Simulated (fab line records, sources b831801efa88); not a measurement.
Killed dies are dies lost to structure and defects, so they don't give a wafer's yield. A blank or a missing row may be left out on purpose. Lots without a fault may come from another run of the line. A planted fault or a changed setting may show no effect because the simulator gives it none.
Which tool did it? | flow gf180mcu | 12 lots, 36 wafers sampled, at 6 steps of a route of 602

WHAT THE GAUGES READ, wafer by wafer
GF_STI_THK_MEAS_22. Usual: STI_OXIDATION_01_THK 14.9 nm, standard deviation 0.33.
lot  | measured    | on            | STI_OXIDATION_01_THK (nm) | flag
L109 | day 2 04:18 | film_metro-03 | 15.6 15.6 15.2            |
L110 | day 2 09:39 | film_metro-04 | 15.5 15.4 15.6            |
L113 | day 3 00:08 | film_metro-01 | 15.0 15.1 15.6            |
L114 | day 3 04:59 | film_metro-01 | 14.9 15.2 15.2            |
L116 | day 3 16:23 | film_metro-03 | 15.3 15.1 15.3            |
L118 | day 4 03:01 | film_metro-03 | 15.2 15.3 15.1            |
L120 | day 4 11:20 | film_metro-03 | 15.3 15.2 14.9            |
L125 | day 5 13:37 | film_metro-04 | 14.5 14.7 14.5            |
L126 | day 5 18:48 | film_metro-01 | 15.1 15.0 15.0            |
L127 | day 5 23:58 | film_metro-03 | 15.2 15.1 15.0            |
L131 | day 6 21:54 | film_metro-01 | 14.8 14.8 14.7            |
L132 | day 7 02:17 | film_metro-03 | 15.0 14.8 14.9            |

GF_MVPSD_OVL_MEAS_07. Usual: MVPSD_OVL -0.8 nm, standard deviation 1.5.
lot  | measured     | on         | MVPSD_OVL (nm) | flag
L109 | day 5 02:39  | overlay-01 | -1.4 0.6 0.1   |
L110 | day 5 06:51  | overlay-01 | -2.1 -1.8 -1.5 |
L113 | day 6 00:27  | overlay-01 | -0.3 0.5 -2.2  |
L114 | day 6 06:01  | overlay-01 | -1.7 -0.4 -0.5 |
L116 | day 6 18:55  | overlay-02 | -2.8 -2.5 -0.9 |
L118 | day 7 05:46  | overlay-02 | 0.3 -1.5 -2.2  |
L120 | day 7 17:34  | overlay-02 | -2.3 -1.8 -2.6 |
L125 | day 8 23:36  | overlay-01 | -1.4 -3.1 0.3  |
L126 | day 9 05:34  | overlay-02 | -1.1 -0.9 -0.5 |
L127 | day 9 13:10  | overlay-01 | -2.0 -2.7 -2.2 |
L131 | day 10 12:51 | overlay-02 | -0.4 -0.2 -0.1 |
L132 | day 10 18:09 | overlay-02 | -1.3 -2.5 -1.3 |

GF_HV_LDD_TW_MEAS_38. Usual: HV_LDD_3_TW 1442, standard deviation 15.
lot  | measured     | on            | HV_LDD_3_TW                   | flag
L109 | day 11 15:31 | film_metro-02 | 1423 1421 1424                |
L110 | day 11 23:34 | film_metro-01 | 1458 1450 1460                |
L113 | day 12 20:43 | film_metro-04 | 1451 1442 1449                |
L114 | day 13 06:46 | film_metro-02 | 1422 1430 1422                |
L116 | day 13 21:49 | film_metro-01 | 1457 1449 1452                |
L118 | day 14 11:07 | film_metro-04 | 1453 1452 1447                |
L120 | day 15 11:52 | film_metro-02 | 1417 1425 1430                |
L125 | day 16 19:35 | film_metro-04 | 1376 1368 1379 1374 1375 1382 | OFF
L126 | day 17 02:10 | film_metro-02 | 1356 1352 1360 1351 1354 1352 | OFF
L127 | day 17 12:01 | film_metro-01 | 1384 1382 1388 1392 1391 1396 | OFF
L131 | day 18 20:19 | film_metro-01 | 1448 1461 1459                |
L132 | day 19 04:36 | film_metro-01 | 1448 1436 1454                |

GF_HV_LDD_RS_MEAS_53: measures by four-point-probe. Usual: HV_LDD_RS 417.2 ohm/sq, standard deviation 0.96.
lot  | measured     | on            | HV_LDD_RS (ohm/sq)                  | flag
L109 | day 12 10:59 | film_metro-04 | 418.6 418.0 418.9                   |
L110 | day 12 19:05 | film_metro-04 | 418.2 419.4 417.2                   |
L113 | day 13 17:53 | film_metro-04 | 416.9 417.4 417.1                   |
L114 | day 14 04:27 | film_metro-04 | 416.8 418.6 416.5                   |
L116 | day 14 19:21 | film_metro-01 | 417.4 418.8 418.2                   |
L118 | day 15 07:59 | film_metro-04 | 417.1 416.6 416.4                   |
L120 | day 16 10:08 | film_metro-04 | 416.5 415.6 415.6                   |
L125 | day 17 19:15 | film_metro-02 | 429.5 428.1 428.2 430.3 428.5 428.9 | OFF
L126 | day 18 02:05 | film_metro-02 | 428.9 428.7 427.1 428.4 427.3 427.3 | OFF
L127 | day 18 11:28 | film_metro-02 | 429.7 427.8 429.7 429.3 429.4 428.6 | OFF
L131 | day 19 21:11 | film_metro-04 | 417.2 416.5 417.1                   |
L132 | day 20 04:47 | film_metro-04 | 418.5 418.4 416.9                   |

GF_NSD_TW_MEAS_12. Usual: NSD_TW 4234, standard deviation 26.
lot  | measured     | on            | NSD_TW         | flag
L109 | day 13 10:07 | film_metro-03 | 4226 4239 4251 |
L110 | day 13 18:46 | film_metro-03 | 4242 4267 4215 |
L113 | day 14 18:40 | film_metro-03 | 4229 4244 4224 |
L114 | day 15 04:49 | film_metro-03 | 4236 4225 4220 |
L116 | day 15 19:43 | film_metro-04 | 4279 4269 4263 |
L118 | day 16 09:18 | film_metro-02 | 4181 4192 4202 |
L120 | day 17 12:18 | film_metro-02 | 4190 4204 4225 |
L125 | day 18 22:22 | film_metro-04 | 4253 4257 4258 |
L126 | day 19 04:48 | film_metro-03 | 4237 4234 4245 |
L127 | day 19 14:53 | film_metro-03 | 4242 4250 4233 |
L131 | day 21 00:06 | film_metro-03 | 4239 4237 4240 |
L132 | day 21 08:03 | film_metro-04 | 4233 4239 4231 |

WHICH TOOL RAN EACH LOT (tool, then ch and the chambers of the sampled wafers, then the start)
lot  | GF_HV_LDD_IMPLANT_35
L109 | implanter-01 ch 0, day 11 15:07
L110 | implanter-03 ch 0, day 11 23:10
L113 | implanter-03 ch 0, day 12 20:19
L114 | implanter-01 ch 0, day 13 06:23
L116 | implanter-01 ch 0, day 13 21:26
L118 | implanter-04 ch 0, day 14 10:44
L120 | implanter-04 ch 0, day 15 11:28
L125 | implanter-04 ch 0, day 16 19:11
L126 | implanter-04 ch 0, day 17 01:46
L127 | implanter-04 ch 0, day 17 11:38
L131 | implanter-01 ch 0, day 18 19:55
L132 | implanter-03 ch 0, day 19 04:12
- GF_HV_LDD_IMPLANT_35

WHAT THE TOOLS THEMSELVES READ (means of the sampled wafers that have a number; where no wafer has one, the mark that the record gives instead)
GF_HV_LDD_IMPLANT_35. Usual: beam_on_s 10.02 s, standard deviation 0.19; dose_ions_cm2 7.5e+12, standard deviation 8.7e+09; faraday_current_uA 42.2, standard deviation 0.81; rotation_deg 180.00 degrees, standard deviation 0.033.
lot  | tool         | beam_on_s (s) | dose_ions_cm2 | faraday_current_uA | rotation_deg (degrees) | flag
L109 | implanter-01 | 10.03         | 7.5e+12       | 42.2               | 180.03                 |
L110 | implanter-03 | 10.04         | 7.5e+12       | 42.0               | 180.00                 |
L113 | implanter-03 | 10.08         | 7.5e+12       | 41.9               | 180.00                 |
L114 | implanter-01 | 10.15         | 7.5e+12       | 41.6               | 180.03                 |
L116 | implanter-01 | 10.07         | 7.5e+12       | 42.0               | 180.01                 |
L118 | implanter-04 | 10.10         | 7.5e+12       | 42.0               | 180.03                 |
L120 | implanter-04 | 10.05         | 7.5e+12       | 42.1               | 179.98                 |
L125 | implanter-04 | 10.02         | 3.1e+12       | 17.5               | 180.04                 | OFF
L126 | implanter-04 | 10.23         | 3.1e+12       | 17.0               | 180.00                 | OFF
L127 | implanter-04 | 9.84          | 3.1e+12       | 17.7               | 180.02                 | OFF
L131 | implanter-01 | 9.79          | 7.5e+12       | 43.1               | 179.98                 |
L132 | implanter-03 | 10.01         | 7.5e+12       | 42.3               | 180.01                 |

THE ANSWER, worked out from the rows above alone
Rule: a lot is off if the mean of its wafers that have a number lies more than 3 standard deviations from the usual mean. A lot without any number at a reading at which 4 lots or more have one is off too. The other lots that the step has rows for count as sound. The gauges are gone through in route order, then the tools' own readings, and for those a lot's mean is taken as printed above. The first step at which some lot is off is used, and at that step the reading that is off furthest; a lot without a number counts as furthest.
Off: L125, L126, L127, at GF_HV_LDD_TW_MEAS_38 (HV_LDD_3_TW).
A tool fits if, at a process step before that reading, it ran every lot that is off, and no sound lot after the first of them. The gauges at GF_HV_LDD_TW_MEAS_38 aren't tried: what is off there is off at GF_HV_LDD_IMPLANT_35 too, on other tools, and a gauge's error can't cause that. One fits: implanter-04 at GF_HV_LDD_IMPLANT_35. Its last sound lot is L120 (day 15 11:28), its first lot that is off L125 (day 16 19:11): a fault that began between those two fits.
The tool's own readings at GF_HV_LDD_IMPLANT_35 bear it out: on the lots that are off they differ by more than 5 times the standard deviation of the sound lots' means. dose_ions_cm2 reads 3.1e+12 there against 7.5e+12 on the sound lots; faraday_current_uA reads 17.4 there against 42.1 on the sound lots.

WHAT THE SIMULATOR HAD PUT IN
Process parameter drift: implanter-04, from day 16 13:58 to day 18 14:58, at GF_HV_LDD_IMPLANT_35. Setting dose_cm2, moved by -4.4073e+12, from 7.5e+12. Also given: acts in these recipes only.
Lots struck among those shown: L125, L126, L127. The rule above found the same.
